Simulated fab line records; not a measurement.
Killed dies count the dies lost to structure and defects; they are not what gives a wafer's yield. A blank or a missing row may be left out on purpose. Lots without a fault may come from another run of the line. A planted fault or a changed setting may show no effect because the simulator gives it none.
A sampling plan put to the test ; flow gf180mcu ; each of the 63 faults these records tell of, on one fab line, judged from the records of the lots it struck
The plan consists of the line's own looks: route steps at which the wafer is read by a gauge or an inspection but not changed. Where struck wafers have a number at a look and the file lists that look's usual mean and standard deviation on fault-free wafers, the look can be judged. Caught: the struck wafers' mean, at a look after the fault's first step, is 4 or more of those standard deviations (sigma) away from the usual mean. On the tool: here the same test is run on the tool's own readings at the fault's steps. It also counts as caught if the struck wafers ran another recipe or if their record alone is blank.

== THE FAULTS, as the simulator had put them in ==
1. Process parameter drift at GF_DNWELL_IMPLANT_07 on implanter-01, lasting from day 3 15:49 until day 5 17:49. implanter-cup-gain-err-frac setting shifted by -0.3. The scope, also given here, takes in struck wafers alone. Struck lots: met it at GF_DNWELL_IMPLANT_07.
2. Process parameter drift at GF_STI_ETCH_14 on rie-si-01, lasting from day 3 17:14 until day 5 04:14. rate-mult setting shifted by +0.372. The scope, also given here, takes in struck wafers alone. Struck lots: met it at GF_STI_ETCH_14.
3. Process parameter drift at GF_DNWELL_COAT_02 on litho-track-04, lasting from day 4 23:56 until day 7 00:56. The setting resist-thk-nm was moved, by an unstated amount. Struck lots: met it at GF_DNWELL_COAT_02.
4. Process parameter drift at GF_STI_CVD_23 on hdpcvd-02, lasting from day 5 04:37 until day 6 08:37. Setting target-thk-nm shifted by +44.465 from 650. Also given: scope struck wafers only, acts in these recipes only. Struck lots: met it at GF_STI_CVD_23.
5. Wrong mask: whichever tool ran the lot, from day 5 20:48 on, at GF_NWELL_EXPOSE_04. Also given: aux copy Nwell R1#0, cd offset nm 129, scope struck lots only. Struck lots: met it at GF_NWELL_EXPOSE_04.
6. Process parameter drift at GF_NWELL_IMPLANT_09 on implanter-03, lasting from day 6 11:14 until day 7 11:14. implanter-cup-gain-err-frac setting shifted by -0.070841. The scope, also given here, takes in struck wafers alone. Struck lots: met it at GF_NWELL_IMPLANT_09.
7. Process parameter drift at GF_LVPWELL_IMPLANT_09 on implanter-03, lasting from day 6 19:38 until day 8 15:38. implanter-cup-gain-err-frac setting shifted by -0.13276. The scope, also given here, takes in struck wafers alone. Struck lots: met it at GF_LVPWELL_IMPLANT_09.
8. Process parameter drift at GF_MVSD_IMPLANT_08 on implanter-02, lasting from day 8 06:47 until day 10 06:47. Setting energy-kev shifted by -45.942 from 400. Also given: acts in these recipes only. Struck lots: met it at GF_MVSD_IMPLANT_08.
9. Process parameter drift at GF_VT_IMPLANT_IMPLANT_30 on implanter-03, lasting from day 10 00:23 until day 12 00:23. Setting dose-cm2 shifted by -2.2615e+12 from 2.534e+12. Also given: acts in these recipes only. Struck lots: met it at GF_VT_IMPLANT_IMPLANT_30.
10. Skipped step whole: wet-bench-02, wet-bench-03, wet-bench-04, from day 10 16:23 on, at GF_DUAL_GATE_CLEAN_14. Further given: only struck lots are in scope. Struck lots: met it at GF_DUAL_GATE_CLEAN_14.
11. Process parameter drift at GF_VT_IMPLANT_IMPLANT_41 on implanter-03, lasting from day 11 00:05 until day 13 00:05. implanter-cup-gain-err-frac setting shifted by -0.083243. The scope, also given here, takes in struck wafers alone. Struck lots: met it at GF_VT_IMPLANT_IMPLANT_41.
12. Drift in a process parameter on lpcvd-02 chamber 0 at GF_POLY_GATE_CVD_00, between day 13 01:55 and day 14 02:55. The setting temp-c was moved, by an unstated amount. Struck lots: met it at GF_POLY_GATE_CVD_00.
13. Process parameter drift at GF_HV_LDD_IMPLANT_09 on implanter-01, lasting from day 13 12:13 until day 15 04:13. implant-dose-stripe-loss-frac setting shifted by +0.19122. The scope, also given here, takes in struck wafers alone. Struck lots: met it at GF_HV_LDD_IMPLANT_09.
14. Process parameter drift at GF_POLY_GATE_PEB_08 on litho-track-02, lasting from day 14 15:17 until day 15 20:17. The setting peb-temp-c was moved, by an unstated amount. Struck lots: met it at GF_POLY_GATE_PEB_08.
15. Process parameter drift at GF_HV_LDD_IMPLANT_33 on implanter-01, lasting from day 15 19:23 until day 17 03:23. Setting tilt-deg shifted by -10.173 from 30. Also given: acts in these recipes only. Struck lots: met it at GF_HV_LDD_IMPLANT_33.
16. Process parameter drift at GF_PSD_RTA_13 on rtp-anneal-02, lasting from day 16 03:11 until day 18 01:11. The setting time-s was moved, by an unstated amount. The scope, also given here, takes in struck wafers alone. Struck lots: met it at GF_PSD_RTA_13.
17. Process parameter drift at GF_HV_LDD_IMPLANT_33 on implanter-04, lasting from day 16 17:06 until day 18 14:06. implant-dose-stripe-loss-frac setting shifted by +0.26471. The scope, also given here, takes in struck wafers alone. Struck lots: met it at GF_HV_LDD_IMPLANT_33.
18. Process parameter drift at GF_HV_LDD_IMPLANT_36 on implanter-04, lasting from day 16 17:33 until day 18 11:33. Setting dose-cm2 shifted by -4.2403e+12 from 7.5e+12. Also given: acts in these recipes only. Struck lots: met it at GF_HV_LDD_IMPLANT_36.
19. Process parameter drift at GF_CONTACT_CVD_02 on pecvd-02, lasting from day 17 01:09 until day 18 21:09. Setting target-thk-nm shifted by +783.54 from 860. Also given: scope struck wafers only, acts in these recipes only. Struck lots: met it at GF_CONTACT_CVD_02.
20. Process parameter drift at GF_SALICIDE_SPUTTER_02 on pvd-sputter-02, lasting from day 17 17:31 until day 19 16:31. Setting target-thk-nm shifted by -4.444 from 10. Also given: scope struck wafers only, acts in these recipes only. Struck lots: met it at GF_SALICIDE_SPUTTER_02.
21. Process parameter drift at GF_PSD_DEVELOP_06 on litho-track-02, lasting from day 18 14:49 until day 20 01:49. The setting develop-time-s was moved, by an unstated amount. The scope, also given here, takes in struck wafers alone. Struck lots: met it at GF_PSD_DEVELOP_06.
22. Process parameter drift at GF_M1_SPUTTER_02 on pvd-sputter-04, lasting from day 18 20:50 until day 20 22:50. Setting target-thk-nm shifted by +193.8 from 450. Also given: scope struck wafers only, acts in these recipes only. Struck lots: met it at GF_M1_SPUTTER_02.
23. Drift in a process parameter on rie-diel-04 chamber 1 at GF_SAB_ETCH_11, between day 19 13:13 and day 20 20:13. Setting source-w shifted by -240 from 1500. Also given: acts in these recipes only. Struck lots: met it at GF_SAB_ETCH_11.
24. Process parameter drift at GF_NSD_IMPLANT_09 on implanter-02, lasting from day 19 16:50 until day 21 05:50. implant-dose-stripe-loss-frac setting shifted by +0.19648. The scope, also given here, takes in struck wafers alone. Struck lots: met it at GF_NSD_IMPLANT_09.
25. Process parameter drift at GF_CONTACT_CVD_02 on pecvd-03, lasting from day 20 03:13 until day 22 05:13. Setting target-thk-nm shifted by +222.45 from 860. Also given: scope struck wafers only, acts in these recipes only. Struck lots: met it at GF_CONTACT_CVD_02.
26. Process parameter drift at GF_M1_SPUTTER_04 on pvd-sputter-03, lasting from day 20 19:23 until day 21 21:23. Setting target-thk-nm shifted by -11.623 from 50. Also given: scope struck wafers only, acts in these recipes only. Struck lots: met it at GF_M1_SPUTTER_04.
27. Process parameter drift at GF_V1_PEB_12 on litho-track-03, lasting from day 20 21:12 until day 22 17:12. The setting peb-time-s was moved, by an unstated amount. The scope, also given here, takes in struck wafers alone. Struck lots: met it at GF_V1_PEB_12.
28. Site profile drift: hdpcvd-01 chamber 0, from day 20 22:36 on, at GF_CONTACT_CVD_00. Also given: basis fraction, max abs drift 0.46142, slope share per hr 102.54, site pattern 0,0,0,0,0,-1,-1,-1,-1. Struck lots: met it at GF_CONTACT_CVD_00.
29. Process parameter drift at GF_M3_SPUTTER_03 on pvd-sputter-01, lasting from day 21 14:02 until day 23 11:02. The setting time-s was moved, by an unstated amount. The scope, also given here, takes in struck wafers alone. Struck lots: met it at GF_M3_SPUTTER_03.
30. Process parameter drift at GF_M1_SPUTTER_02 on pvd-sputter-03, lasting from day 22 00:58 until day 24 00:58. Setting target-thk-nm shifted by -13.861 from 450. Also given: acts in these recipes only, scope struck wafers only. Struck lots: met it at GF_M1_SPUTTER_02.
31. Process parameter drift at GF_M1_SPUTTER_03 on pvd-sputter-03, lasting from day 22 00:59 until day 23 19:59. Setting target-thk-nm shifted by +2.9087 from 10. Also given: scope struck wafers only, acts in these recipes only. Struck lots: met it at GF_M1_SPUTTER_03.
32. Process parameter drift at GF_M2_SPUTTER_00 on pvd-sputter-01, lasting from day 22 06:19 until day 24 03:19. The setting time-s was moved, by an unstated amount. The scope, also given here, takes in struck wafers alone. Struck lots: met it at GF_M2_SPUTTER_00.
33. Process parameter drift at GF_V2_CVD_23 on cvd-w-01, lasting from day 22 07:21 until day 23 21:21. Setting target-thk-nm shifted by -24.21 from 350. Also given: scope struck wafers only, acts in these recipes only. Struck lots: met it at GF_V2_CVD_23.
34. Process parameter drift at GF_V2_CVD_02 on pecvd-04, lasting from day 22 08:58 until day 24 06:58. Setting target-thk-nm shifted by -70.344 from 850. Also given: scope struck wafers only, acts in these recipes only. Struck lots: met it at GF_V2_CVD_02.
35. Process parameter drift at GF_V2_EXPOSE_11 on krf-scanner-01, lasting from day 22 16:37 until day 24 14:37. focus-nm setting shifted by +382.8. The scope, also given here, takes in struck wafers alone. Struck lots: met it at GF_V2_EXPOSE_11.
36. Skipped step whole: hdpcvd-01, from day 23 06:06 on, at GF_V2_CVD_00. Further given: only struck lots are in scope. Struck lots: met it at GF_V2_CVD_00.
37. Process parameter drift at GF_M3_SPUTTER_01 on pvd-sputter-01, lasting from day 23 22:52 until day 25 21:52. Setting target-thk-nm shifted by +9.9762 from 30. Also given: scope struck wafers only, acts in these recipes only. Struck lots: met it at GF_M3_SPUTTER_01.
38. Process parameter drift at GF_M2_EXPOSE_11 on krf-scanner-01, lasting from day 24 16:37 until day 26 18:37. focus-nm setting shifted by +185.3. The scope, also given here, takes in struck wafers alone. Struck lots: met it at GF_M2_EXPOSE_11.
39. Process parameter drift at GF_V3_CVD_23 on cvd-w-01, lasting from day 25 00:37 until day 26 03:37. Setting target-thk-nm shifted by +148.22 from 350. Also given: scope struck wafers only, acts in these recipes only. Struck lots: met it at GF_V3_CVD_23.
40. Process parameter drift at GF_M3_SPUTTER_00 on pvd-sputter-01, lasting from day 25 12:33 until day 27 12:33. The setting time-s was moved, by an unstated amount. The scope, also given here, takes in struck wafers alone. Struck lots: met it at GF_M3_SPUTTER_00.
41. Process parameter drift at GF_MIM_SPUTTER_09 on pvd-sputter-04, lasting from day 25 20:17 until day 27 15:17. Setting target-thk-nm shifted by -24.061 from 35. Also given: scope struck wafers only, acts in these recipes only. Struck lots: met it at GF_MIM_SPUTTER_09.
42. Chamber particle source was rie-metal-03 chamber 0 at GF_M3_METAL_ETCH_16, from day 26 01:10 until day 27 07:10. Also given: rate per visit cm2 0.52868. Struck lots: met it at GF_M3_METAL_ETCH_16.
43. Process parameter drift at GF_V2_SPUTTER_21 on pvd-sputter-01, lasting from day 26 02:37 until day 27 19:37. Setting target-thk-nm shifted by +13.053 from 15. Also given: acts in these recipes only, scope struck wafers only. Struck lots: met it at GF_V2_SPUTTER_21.
44. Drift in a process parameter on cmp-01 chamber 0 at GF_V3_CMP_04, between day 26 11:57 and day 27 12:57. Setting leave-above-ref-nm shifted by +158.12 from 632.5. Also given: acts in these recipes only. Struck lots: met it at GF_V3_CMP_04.
45. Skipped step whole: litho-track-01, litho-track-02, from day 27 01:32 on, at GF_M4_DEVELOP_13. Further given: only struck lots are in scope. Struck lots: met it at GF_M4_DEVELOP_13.
46. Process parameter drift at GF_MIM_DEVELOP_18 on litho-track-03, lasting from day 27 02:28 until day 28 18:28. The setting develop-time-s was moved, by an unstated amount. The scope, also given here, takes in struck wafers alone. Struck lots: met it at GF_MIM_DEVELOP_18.
47. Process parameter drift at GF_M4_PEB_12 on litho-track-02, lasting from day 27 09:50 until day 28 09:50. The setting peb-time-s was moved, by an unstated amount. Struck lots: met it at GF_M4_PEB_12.
48. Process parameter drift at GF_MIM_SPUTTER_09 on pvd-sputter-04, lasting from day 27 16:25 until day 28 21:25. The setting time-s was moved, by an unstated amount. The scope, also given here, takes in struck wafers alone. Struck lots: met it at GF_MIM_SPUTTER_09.
49. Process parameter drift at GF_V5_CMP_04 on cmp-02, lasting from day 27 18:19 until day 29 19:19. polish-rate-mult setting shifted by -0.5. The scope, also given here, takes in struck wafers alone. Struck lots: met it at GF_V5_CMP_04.
50. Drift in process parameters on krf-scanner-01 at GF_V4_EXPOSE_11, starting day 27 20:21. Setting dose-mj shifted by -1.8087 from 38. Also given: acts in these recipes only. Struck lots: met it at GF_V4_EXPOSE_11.
51. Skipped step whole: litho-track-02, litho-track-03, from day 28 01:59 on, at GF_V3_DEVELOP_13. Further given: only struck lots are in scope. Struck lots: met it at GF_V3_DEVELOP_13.
52. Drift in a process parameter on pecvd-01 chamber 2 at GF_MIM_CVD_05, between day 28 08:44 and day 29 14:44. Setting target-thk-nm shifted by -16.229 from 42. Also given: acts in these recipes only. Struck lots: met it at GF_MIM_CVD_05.
53. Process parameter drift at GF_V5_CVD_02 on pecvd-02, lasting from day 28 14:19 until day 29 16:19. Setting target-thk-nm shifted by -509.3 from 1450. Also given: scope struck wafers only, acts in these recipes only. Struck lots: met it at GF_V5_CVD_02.
54. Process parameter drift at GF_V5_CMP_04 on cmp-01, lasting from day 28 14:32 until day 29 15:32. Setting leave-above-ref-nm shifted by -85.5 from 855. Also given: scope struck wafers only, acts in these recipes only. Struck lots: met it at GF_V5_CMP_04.
55. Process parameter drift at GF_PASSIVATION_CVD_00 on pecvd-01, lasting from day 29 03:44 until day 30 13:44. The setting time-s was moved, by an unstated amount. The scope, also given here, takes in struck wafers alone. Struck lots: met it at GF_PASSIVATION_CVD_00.
56. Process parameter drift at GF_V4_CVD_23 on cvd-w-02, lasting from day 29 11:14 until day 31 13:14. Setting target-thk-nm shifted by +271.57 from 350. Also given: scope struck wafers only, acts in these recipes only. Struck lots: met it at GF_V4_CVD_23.
57. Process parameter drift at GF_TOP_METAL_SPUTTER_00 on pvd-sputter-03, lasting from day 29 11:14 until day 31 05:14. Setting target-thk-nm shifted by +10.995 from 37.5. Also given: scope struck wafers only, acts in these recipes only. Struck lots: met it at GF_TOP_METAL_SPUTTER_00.
58. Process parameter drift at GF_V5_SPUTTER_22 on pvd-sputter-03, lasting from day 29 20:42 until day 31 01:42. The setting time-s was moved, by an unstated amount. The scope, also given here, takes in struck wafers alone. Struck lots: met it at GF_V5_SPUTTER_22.
59. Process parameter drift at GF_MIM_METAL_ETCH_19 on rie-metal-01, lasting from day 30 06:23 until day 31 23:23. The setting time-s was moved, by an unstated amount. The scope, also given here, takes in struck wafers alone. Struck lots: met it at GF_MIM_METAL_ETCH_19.
60. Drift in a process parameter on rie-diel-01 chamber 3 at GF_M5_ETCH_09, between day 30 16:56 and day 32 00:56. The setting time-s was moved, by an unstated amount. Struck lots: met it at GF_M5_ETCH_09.
61. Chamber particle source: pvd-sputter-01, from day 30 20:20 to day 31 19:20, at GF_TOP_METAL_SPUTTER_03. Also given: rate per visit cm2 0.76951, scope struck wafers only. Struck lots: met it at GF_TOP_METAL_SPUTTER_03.
62. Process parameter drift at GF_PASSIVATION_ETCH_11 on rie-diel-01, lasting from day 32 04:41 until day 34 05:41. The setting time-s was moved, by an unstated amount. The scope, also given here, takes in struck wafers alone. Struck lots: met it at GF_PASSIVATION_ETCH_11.
63. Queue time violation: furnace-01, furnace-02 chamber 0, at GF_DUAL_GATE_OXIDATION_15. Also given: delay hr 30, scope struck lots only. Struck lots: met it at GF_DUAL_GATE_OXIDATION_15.

== WHAT THE PLAN SAW ==
fault;on the tool itself;first look that catches it;reading, sigma;median hours from its first step to that look;hours from the fault's start to the first struck lot there;judged looks passed uncaught
1;beam-on-s +21 sigma;GF_DNWELL_TW_MEAS_09;DNWELL_TW +18;0.2;1;0
2;oes-product-au +24 sigma;none of the 2 looks that can be judged after it;-;-;-;2
3;under 2 sigma;none of the 3 looks that can be judged after it;-;-;-;3
4;no reading that can be judged;GF_STI_THK_MEAS_24;STI_CVD_23_THK +7.0;0.1;5;0
5;no reading that can be judged;no look after it can be judged;-;-;-;0
6;beam-on-s +5.4 sigma;not the one look that can be judged after it;strongest: NWELL_RS at GF_VT_IMPLANT_RS_MEAS_47, -3.4;-;-;1
7;beam-on-s +8.9 sigma;GF_VT_IMPLANT_RS_MEAS_48;LVPWELL_RS -12;102.1;106;0
8;beam-energy-keV -99 or beyond sigma;GF_VT_IMPLANT_RS_MEAS_46;MVSD_RS +9.8;93.4;116;0
9;dose-ions-cm2 -99 or beyond sigma;GF_VT_IMPLANT_TW_MEAS_32;VT_IMPLANT_3_TW -69;0.2;24;0
10;no reading that can be judged;no look after it can be judged;-;-;-;0
11;beam-on-s +5.7 sigma;GF_VT_IMPLANT_TW_MEAS_43;VT_IMPLANT_4_TW +4.6;0.2;43;0
12;susceptor-temp-C -83 sigma;GF_POLY_GATE_THK_MEAS_01;POLY_GATE_CVD_00_THK -39;1.3;12;0
13;under 2 sigma;GF_HV_LDD_TW_MEAS_11;HV_LDD_TW -4.8;0.2;6;0
14;heater-power-total-W -42 sigma;GF_POLY_GATE_CD_MEAS_10;cd-nm +15;0.4;12;0
15;tilt-deg -99 or beyond sigma;no look after it can be judged;-;-;-;0
16;only faintly: run-length-s +3.7 sigma;GF_PSD_RS_MEAS_14;NSD_RS -10;0.1;11;0
17;no reading that can be judged;none of the 7 looks that can be judged after it;-;-;-;7
18;dose-ions-cm2 -99 or beyond sigma;GF_HV_LDD_TW_MEAS_38;HV_LDD_3_TW -7.2;0.2;23;0
19;under 2 sigma;GF_CONTACT_THK_MEAS_03;CONTACT_CVD_02_THK +70;0.1;9;0
20;under 2 sigma;GF_SALICIDE_RS_MEAS_04;SALICIDE_TIN_RS +37;0.1;8;0
21;under 2 sigma;GF_PSD_CD_MEAS_07;cd-nm +4.2;0.2;2;0
22;under 2 sigma;GF_M1_RS_MEAS_05;M1_ALCU_RS -33;0.1;10;0
23;rf-fwd-power-W -29 sigma;no look after it can be judged;-;-;-;0
24;under 2 sigma;GF_PSD_RS_MEAS_14;NSD_RS +11;24.5;34;0
25;under 2 sigma;GF_CONTACT_THK_MEAS_03;CONTACT_CVD_02_THK +19;0.1;12;0
26;under 2 sigma;none of the 7 looks that can be judged after it;-;-;-;7
27;no reading that can be judged;not the one look that can be judged after it;strongest: cd-nm at GF_V1_CD_MEAS_14, +3.3;-;-;1
28;no reading that can be judged;GF_CONTACT_THK_MEAS_01;CONTACT_CVD_00_THK -18;0.1;12;0
29;under 2 sigma;no look after it can be judged;-;-;-;0
30;under 2 sigma;no look after it can be judged;-;-;-;0
31;under 2 sigma;no look after it can be judged;-;-;-;0
32;under 2 sigma;no look after it can be judged;-;-;-;0
33;under 2 sigma;GF_V2_RS_MEAS_24;V2_W_RS +5.2;0.1;10;0
34;under 2 sigma;GF_V2_THK_MEAS_03;V2_CVD_02_THK -5.6;0.1;4;0
35;no reading that can be judged;GF_V2_CD_MEAS_14;cd-nm +6.6;10.8;19;0
36;the tool's record is blank for the struck wafers;GF_V2_BOW_MEAS_05;V2_BOW -4.0;0.6;3;0
37;under 2 sigma;no look after it can be judged;-;-;-;0
38;under 2 sigma;GF_M2_CD_MEAS_14;cd-nm -8.4;10.4;19;0
39;under 2 sigma;GF_V3_RS_MEAS_24;V3_W_RS -27;0.1;4;0
40;under 2 sigma;no look after it can be judged;-;-;-;0
41;under 2 sigma;GF_MIM_THK_MEAS_11;MIM_ALCU_THK +4.0;0.2;37;0
42;under 2 sigma;none of the 2 looks that can be judged after it;-;-;-;2
43;under 2 sigma;no look after it can be judged;-;-;-;0
44;time-to-endpoint-s -10 sigma;no look after it can be judged;-;-;-;0
45;no reading that can be judged;no look after it can be judged;-;-;-;0
46;under 2 sigma;no look after it can be judged;-;-;-;0
47;heater-power-total-W +99 or beyond sigma;GF_M4_CD_MEAS_14;cd-nm +12;0.4;7;0
48;under 2 sigma;none of the 4 looks that can be judged after it;-;-;-;4
49;under 2 sigma;none of the 2 looks that can be judged after it;-;-;-;2
50;exposure-dose-mJ-cm2 -36 sigma;GF_V4_CD_MEAS_14;cd-nm -4.9;9.0;32;0
51;no reading that can be judged;no look after it can be judged;-;-;-;0
52;under 2 sigma;GF_MIM_THK_MEAS_06;MIM_CVD_05_THK -29;0.0;7;0
53;under 2 sigma;GF_V5_THK_MEAS_03;V5_CVD_02_THK -28;0.2;11;0
54;under 2 sigma;no look after it can be judged;-;-;-;0
55;run-length-s -21 sigma;GF_PASSIVATION_THK_MEAS_01;PASSIVATION_CVD_00_THK -7.1;0.1;5;0
56;under 2 sigma;GF_V4_RS_MEAS_24;V4_W_RS -35;0.1;20;0
57;under 2 sigma;no look after it can be judged;-;-;-;0
58;under 2 sigma;no look after it can be judged;-;-;-;0
59;oes-product-au +9.3 sigma;no look after it can be judged;-;-;-;0
60;under 2 sigma;no look after it can be judged;-;-;-;0
61;under 2 sigma;no look after it can be judged;-;-;-;0
62;run-length-s +99 or beyond sigma;no look after it can be judged;-;-;-;0
63;under 2 sigma;no look after it can be judged;-;-;-;0
A dash: the fault isn't caught, or these records don't give the number.

Caught at a look: 31 of 63. Caught on the tool: 19 of 63. By one or the other: 38 of 63.
Caught on the tool alone: faults 2, 6, 15, 23, 44, 59, 62.
Caught at a look alone: faults 4, 13, 16, 19, 20, 21, 22, 24, 25, 28, 33, 34, 35, 38, 39, 41, 52, 53, 56.
Caught by neither: faults 3, 5, 10, 17, 26, 27, 29, 30, 31, 32, 37, 40, 42, 43, 45, 46, 48, 49, 51, 54, 57, 58, 60, 61, 63.

== THINNER SAMPLING ==
If the look that catches a fault measured only every second or every third lot, by lot number, the first struck lot would be measured this late in the worst case:
fault;struck lots at that look, in order of time;every lot;every second lot;every third lot
1;L200, L202, L208;1 h;may miss all 3;may miss all 3
4;L298, L301, L302;5 h;19 h;may miss all 3
7;L362, L363, L364;106 h;111 h;121 h
8;L597, L598;116 h;124 h;may miss all 2
9;L498, L499;24 h;26 h;may miss all 2
11;L386;43 h;may miss it;may miss it
12;L122;12 h;may miss it;may miss it
13;L455, L457, L458;6 h;28 h;may miss all 3
14;L172, L173;12 h;19 h;may miss all 2
16;L334, L337, L339;11 h;22 h;may miss all 3
18;L519, L520;23 h;31 h;may miss all 2
19;L442, L441, L443;9 h;12 h;25 h
20;L949, L954;8 h;45 h;may miss all 2
21;L924;2 h;may miss it;may miss it
22;L218, L221;10 h;45 h;may miss all 2
24;L507, L508, L509;34 h;45 h;54 h
25;L427, L428, L431;12 h;25 h;may miss all 3
28;L372;12 h;may miss it;may miss it
33;L844, L845;10 h;24 h;may miss all 2
34;L812, L815;4 h;35 h;may miss all 2
35;L776, L780;19 h;may miss all 2;may miss all 2
36;L766, L767;3 h;14 h;may miss all 2
38;L956;19 h;may miss it;may miss it
39;L939, L940, L941;4 h;11 h;26 h
41;L884;37 h;may miss it;may miss it
47;L990, L991;7 h;16 h;may miss all 2
50;L821, L823;32 h;may miss all 2;may miss all 2
52;L461, L462;7 h;16 h;may miss all 2
53;L286;11 h;may miss it;may miss it
55;L724, L728;5 h;may miss all 2;may miss all 2
56;L105;20 h;may miss it;may miss it
The hour figures run from when the fault began to the first measured lot among those it struck. Since the struck wafers were tested as one group against 4 sigma, a single lot by itself may lie under the limit. Other struck lots may not be in these records.

== THE LONGEST TIMED WAY FROM STEP TO LOOK ==
Fault 7: a median of 102.1 hours passes between GF_LVPWELL_IMPLANT_09 and GF_VT_IMPLANT_RS_MEAS_48. No look between them can be judged.
